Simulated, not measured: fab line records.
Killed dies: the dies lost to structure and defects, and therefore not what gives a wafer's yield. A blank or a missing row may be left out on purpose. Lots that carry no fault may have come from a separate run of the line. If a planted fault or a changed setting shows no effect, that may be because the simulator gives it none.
Comparing a struck lot with a sound one ; flow sky130 ; 23 out of 708 route steps
Sound: these wafers, L743.1, L743.3, L743.6. Struck: wafer L733.5 (L733.2, L733.6, from the same lot, were not struck and are left out); the cause is given at the end.
Per side, at each step with rows, come the tool, then ch with its chambers, and then its first start. Under that, the readings that differ: sound wafers ; struck wafers ; difference of the means ; sigmas: that difference in standard deviations of wafers without a fault.
alike: readings with means less than 2 such deviations apart, plus words and numbers identical on both sides. not compared: withheld readings, readings lacking a value on some wafer, bounds such as >300 that could conceal the same value, and numbers that have no deviation in the record and whose values overlap.
The two part at a step that has a row with sigmas, a row that says differs or no value, or rows on one side only. Non-overlapping numbers with no deviation appear without sigmas and do not part them. A reading missing from all wafers of one side parts the sides only when that side holds two or more wafers.

first, 1 step without rows for these wafers: SKY_CAP2M_DEVELOP_11 (develop time 60 s).
SKY_CAP2M_OVL_MEAS_12:
  sound on overlay-01 at day 45 10:08; struck on overlay-02 at day 42 18:37
reading;sound;struck;difference;sigmas
CAP2M_OVL (nm);-1.9 -1.1 -1.2;3.5;+4.9;+3
SKY_CAP2M_METAL_ETCH_13: etches TiN in Cl2/BCl3, stops on SiO2, target depth 220 nm, time 62.9 s.
  sound on rie metal-01 ch 1, day 45 10:10; struck on rie metal-02 ch 0, day 42 18:39
  alike: bias w, drypump motor current A, oes product au, throttle valve pct
  not compared: rf hours counter h
SKY_CAP2M_STRIP_14: strips in O2/N2.
  sound on plasma asher-03 ch 0, day 45 10:19; struck on plasma asher-02 ch 0, day 42 18:44
reading;sound;struck;difference;sigmas
drypump motor current A (A);6.4 6.4 6.5;5.5;-0.9;-3
  alike: oes product au, strip time to endpoint s
  not compared: rf hours counter h
then, 8 steps without rows for these wafers: SKY_CAP2M_STRIP_15 (strips in post etch residue remover, time 1200 s); SKY_CAP2M_CLEAN_16 (cleans in IPA, time 180 s); SKY_CAP2M_CLEAN_17 (cleans in O3/DIW); SKY_METAL4_DEHYDRATE_05 (time 60 s); SKY_METAL4_HMDS_06 (prime time 60 s); SKY_METAL4_COAT_07 (resist thk 60 nm); SKY_METAL4_COAT_08 (resist thk 1140 nm); SKY_METAL4_SOFTBAKE_09 (time 90 s).
SKY_METAL4_EXPOSE_10: exposes mask MM4, target cd 300 nm.
  sound on krf scanner-01 ch 0, day 45 22:02; struck on krf scanner-02 ch 0, day 43 06:53
  alike: mask, stage vel mm s
then, 2 steps without rows for these wafers: SKY_METAL4_PEB_11; SKY_METAL4_DEVELOP_12 (develop time 60 s).
SKY_METAL4_CD_MEAS_13: target cd 300 nm.
  sound on cd sem-01 at day 46 07:55; struck on cd sem-02 at day 43 18:05
reading;sound;struck;difference;sigmas
cd nm (nm);303.0 302.2 302.8;279.7;-23.0;-14
SKY_METAL4_OVL_MEAS_14:
  sound on overlay-02 at day 46 08:02; struck on overlay-01 at day 43 18:11
  alike: METAL4_OVL
SKY_METAL4_DESCUM_15: chemistry O2, time 8 s.
  sound on rie metal-04 ch 0,1, day 46 08:04; struck on rie metal-03 ch 0, day 43 18:14
reading;sound;struck;difference;sigmas
drypump motor current A (A);5.58 4.98 4.99;5.75;+0.57;+2
model.METAL4.cd nm (nm);302.3 301.9 303.1;280.4;-22.0;
  alike: oes product au
  not compared: rf hours counter h
SKY_METAL4_ETCH_16: etches BARC in N2/H2, stops on SiO2, time 88.2 s, target depth 60 nm.
  sound on rie metal-04 ch 0,1, day 46 08:07; struck on rie metal-03 ch 0, day 43 18:19
reading;sound;struck;difference;sigmas
drypump motor current A (A);5.59 5.00 4.97;5.82;+0.63;+2
oes product au (a.u.);0.628 0.632 0.625;0.617;-0.011;-2
  alike: bias w, throttle valve pct
  not compared: rf hours counter h
SKY_METAL4_ETCH_17: etches SiO2 in C4F8/O2/Ar, stops on TiN, time 3.9 s, target depth 15 nm.
  sound on rie diel-04 ch 2,3, day 46 08:12; struck on rie diel-02 ch 0, day 43 18:29
reading;sound;struck;difference;sigmas
bias w (W);1201 1207 1205;1195;-9;-2
oes product au (a.u.);0.756 0.740 0.741;0.766;+0.020;+2
  not compared: rf hours counter h
SKY_METAL4_METAL_ETCH_18: etches the open film in Cl2/BCl3, stops on SiO2, target depth 845 nm, time 183.1 s.
  sound on rie metal-03 ch 1, day 46 08:13; struck on rie metal-04 ch 0, day 43 18:30
reading;sound;struck;difference;sigmas
model.METAL4.cd nm (nm);302.6 297.9 298.5;276.6;-23.1;
  alike: bias w, drypump motor current A, oes product au, throttle valve pct
  not compared: rf hours counter h
SKY_METAL4_STRIP_19: strips in O2/N2.
  sound on plasma asher-02 ch 0,1, day 46 08:24; struck on plasma asher-03 ch 1, day 43 18:41
reading;sound;struck;difference;sigmas
oes product au (a.u.);0.509 0.513 0.511;0.496;-0.015;-2
strip time to endpoint s (s);6.75 6.79 6.74;6.42;-0.34;-4
  alike: drypump motor current A
  not compared: rf hours counter h
-- the record jumps here: 4 days lie between the struck wafers' starts before and after (it left off in module METAL4 and takes up again in module PAD_OPEN, whose first step shown is number 708 of the route) --
SKY_PAD_OPEN_PROBE_99:
  sound on prober-01 at day 49 19:02; struck on prober-01 at day 47 13:08
reading;sound;struck;difference;sigmas
killed_at_M0_to_M3;44 50 48;32;-15;-3
sort_bin_5_function (%);11.2 10.8 10.6;7.1;-3.8;-3
model.etest.met4.width nm (nm);300.2 298.4 296.8;276.4;-22.1;
model.etest.met4.line ohm um;0.1446 0.1405 0.1415;0.1557;+0.0135;
  alike: defect limited yield, killed_at_M4_up, killed at contacts, killed at front end, killed at other, killed dies, killed open, killed short, sort_bin_3_pad_short, sort_bin_6_memory, sort n pass, sort yield pct

## WHERE THEY PART
At SKY_CAP2M_OVL_MEAS_12 first; at SKY_PAD_OPEN_PROBE_99 last (within this record only).

WHY: what had been put in by the simulator
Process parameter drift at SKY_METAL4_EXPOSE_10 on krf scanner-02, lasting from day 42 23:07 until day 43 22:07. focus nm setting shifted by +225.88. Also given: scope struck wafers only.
